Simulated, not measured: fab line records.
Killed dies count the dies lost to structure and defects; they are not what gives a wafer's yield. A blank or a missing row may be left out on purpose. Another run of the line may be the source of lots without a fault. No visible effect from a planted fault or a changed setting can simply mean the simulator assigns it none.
One fault through the eyes of 2 desks / flow sky130 / what lay behind the numbers comes last; until then each desk has only its own

## FROM THE METROLOGY DESK
What the gauges read, lot by lot, whatever tool the lot ran on: means of the sampled wafers that have a number. A lot is out of limits, marked OUT, if its mean lies more than 4 standard deviations from the usual mean; the brackets give that distance.
Columns: A = VIA4_HDPCVD_THK at SKY_VIA4_THK_MEAS_01, usual 1744 nm; B = VIA4_BOW at SKY_VIA4_BOW_MEAS_03, usual 81 um; C = VIA4_OVL at SKY_VIA4_OVL_MEAS_11, usual 0.7 nm; D = VIA4_W_RS at SKY_VIA4_RS_MEAS_19, usual 0.227 ohm/sq; E = VIA4_W_THK at SKY_VIA4_THK_MEAS_20, usual 491 nm; F = METAL5_ALCU_RS at SKY_METAL5_RS_MEAS_05, usual 0.02693 ohm/sq; G = METAL5_ALCU_THK at SKY_METAL5_THK_MEAS_06, usual 1154 nm
lot=L533; first seen here=day 44 19:22; A=1765; B=88; C=0.1; D=0.226; E=494; F=0.02714; G=1138
lot=L535; first seen here=day 45 00:39; A=1730; B=81; C=0.4; D=0.228; E=485; F=0.02669; G=1163
lot=L536; first seen here=day 45 01:52; A=1748; B=79; C=0.3; D=0.224; E=499; F=0.02640; G=1181
lot=L539; first seen here=day 46 02:25; A=1743; B=78; C=-0.0; D=0.231; E=477; F=0.02733; G=1130
lot=L544; first seen here=day 46 23:34; A=1731; B=82; C=3.1; D=0.225; E=497; F=0.02703; G=1157
This desk found nothing out of limits on any of the 5 lots.

## AT THE TOOL OWNER'S DESK: rieDiel-03
The tool's own readings at SKY_VIA4_ETCH_12 (etches SiO2 in C4F8/O2/Ar, stops on TiN, target depth 580 nm): means of the sampled wafers that have a number, for each lot that ran on this tool. A lot is out of limits, marked OUT, if its mean lies more than 4 standard deviations from the usual mean; the brackets give that distance.
Columns: A = oesProductAu at SKY_VIA4_ETCH_12, usual 0.926 a.u.
lot=L533; first seen here=day 45 16:43; A=0.924
lot=L535; first seen here=day 45 22:04; A=0.925
lot=L539; first seen here=day 46 23:11; A=0.925
This desk found nothing out of limits on any of the 3 lots.

## ALL TOGETHER
Nothing out of limits was seen by the metrology desk.
The tool owner's desk saw nothing out of limits.

## WHAT THE SIMULATOR PUT IN
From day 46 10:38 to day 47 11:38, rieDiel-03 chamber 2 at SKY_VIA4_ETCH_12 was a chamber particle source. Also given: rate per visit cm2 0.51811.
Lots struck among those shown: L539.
